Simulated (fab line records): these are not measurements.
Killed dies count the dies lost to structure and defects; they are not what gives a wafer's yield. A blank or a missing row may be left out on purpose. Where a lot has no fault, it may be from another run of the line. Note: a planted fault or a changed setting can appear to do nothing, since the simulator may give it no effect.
Comparing a struck lot with a sound one + flow sky130 + 15 steps out of a route of 708
Sound: the wafers L828.2, L828.4, L828.5. Wafers struck: L840.2, L840.3, L840.6. At the end, the cause is stated.
Order at every step that has rows: each side's tool, ch and its chambers, its first start. Under that, the readings that differ: sound wafers + struck wafers + difference of the means + sigmas: that difference in standard deviations of wafers without a fault.
alike: a reading whose means differ by less than 2 such deviations, as well as words and numbers matching on both sides. not compared: withheld readings; readings where some wafer has no value; bounds like >300 that might hide an equal value; numbers whose values overlap and for which the record gives no deviation.
The two part at a step that has a row with sigmas, a row that says differs or no value, or rows on one side only. Non-overlapping numbers with no deviation appear without sigmas and do not part them. A reading that every wafer of one side lacks parts them only if that side has two wafers or more.

SKY_CONTACT_BOW_MEAS_05:
  struck on film_metro-04, day 36 02:16; sound on film_metro-02, day 32 16:58
  alike: CONTACT_BOW
then, 8 steps without rows for these wafers: SKY_CONTACT_DEHYDRATE_06 (time 60 s); SKY_CONTACT_HMDS_07 (prime time 60 s); SKY_CONTACT_COAT_08 (resist thk 60 nm); SKY_CONTACT_COAT_09 (resist thk 444.6 nm); SKY_CONTACT_SOFTBAKE_10 (time 90 s); SKY_CONTACT_EXPOSE_11 (exposes mask CTM1, target cd 170 nm); SKY_CONTACT_PEB_12; SKY_CONTACT_DEVELOP_13 (develop time 60 s).
SKY_CONTACT_CD_MEAS_14: the cd target is 170 nm.
  struck on cd_sem-01, day 37 04:21; sound on cd_sem-01, day 33 19:51
  alike: cd_nm
SKY_CONTACT_OVL_MEAS_15:
  struck on overlay-02, day 37 04:28; sound on overlay-02, day 33 19:58
| reading          | sound | struck     | difference | sigmas |
|------------------|-------|------------|------------|--------|
| CONTACT_OVL (nm) | 5 0 7 | -12 -9 -14 | -16        | -3     |
SKY_CONTACT_ETCH_16: etches BARC in N2/H2, stops on SiO2, time 45.9 s, target depth 60 nm.
  sound on rie_diel-02 ch 0,1,3, day 33 19:59; struck on rie_diel-04 ch 1,2,3, day 37 04:29
  alike: bias_w, chamber_pressure_mTorr, drypump_motor_current_A, n2_flow_sccm, oes_product_au, rf_fwd_power_W, throttle_valve_pct
  not compared: rf_hours_counter_h
SKY_CONTACT_ETCH_17: etches SiO2 in C4F8/O2/Ar, stops on Si3N4, target depth 340 nm.
  sound on rie_diel-02 ch 0,1,3, day 33 20:02; struck on rie_diel-04 ch 1,2,3, day 37 04:32
| reading    | sound          | struck         | difference | sigmas |
|------------|----------------|----------------|------------|--------|
| bias_w (W) | 1200 1199 1196 | 1170 1174 1175 | -25        | -8     |
  alike: chamber_pressure_mTorr, oes_product_au, rf_fwd_power_W
SKY_CONTACT_ETCH_18: etches Si3N4 in CHF3/O2, stops on TiN, time 39 s, target depth 75 nm.
  sound: rie_diel-02 ch 0,1,3; struck: rie_diel-04 ch 1,2,3
  alike: bias_w, chamber_pressure_mTorr, drypump_motor_current_A, oes_product_au, rf_fwd_power_W, throttle_valve_pct
  not compared: rf_hours_counter_h
-- the record jumps here: 13 days lie between the struck wafers' starts before and after (it left off in module CONTACT and takes up again in module PAD_OPEN, whose first step shown is number 708 of the route) --
SKY_PAD_OPEN_PROBE_99:
  struck on prober-01, day 50 01:48; sound on prober-01, day 47 15:24
  alike: killed_at_M0_to_M3, killed_at_M4_up, killed_at_contacts, killed_at_front_end, killed_dies, killed_open, killed_short

WHERE THEY PART
First at SKY_CONTACT_OVL_MEAS_15; last, within this record, at SKY_CONTACT_ETCH_17. Later steps at which nothing parts them and some readings are alike: SKY_CONTACT_ETCH_18, SKY_PAD_OPEN_PROBE_99.

WHY: what had been put in by the simulator
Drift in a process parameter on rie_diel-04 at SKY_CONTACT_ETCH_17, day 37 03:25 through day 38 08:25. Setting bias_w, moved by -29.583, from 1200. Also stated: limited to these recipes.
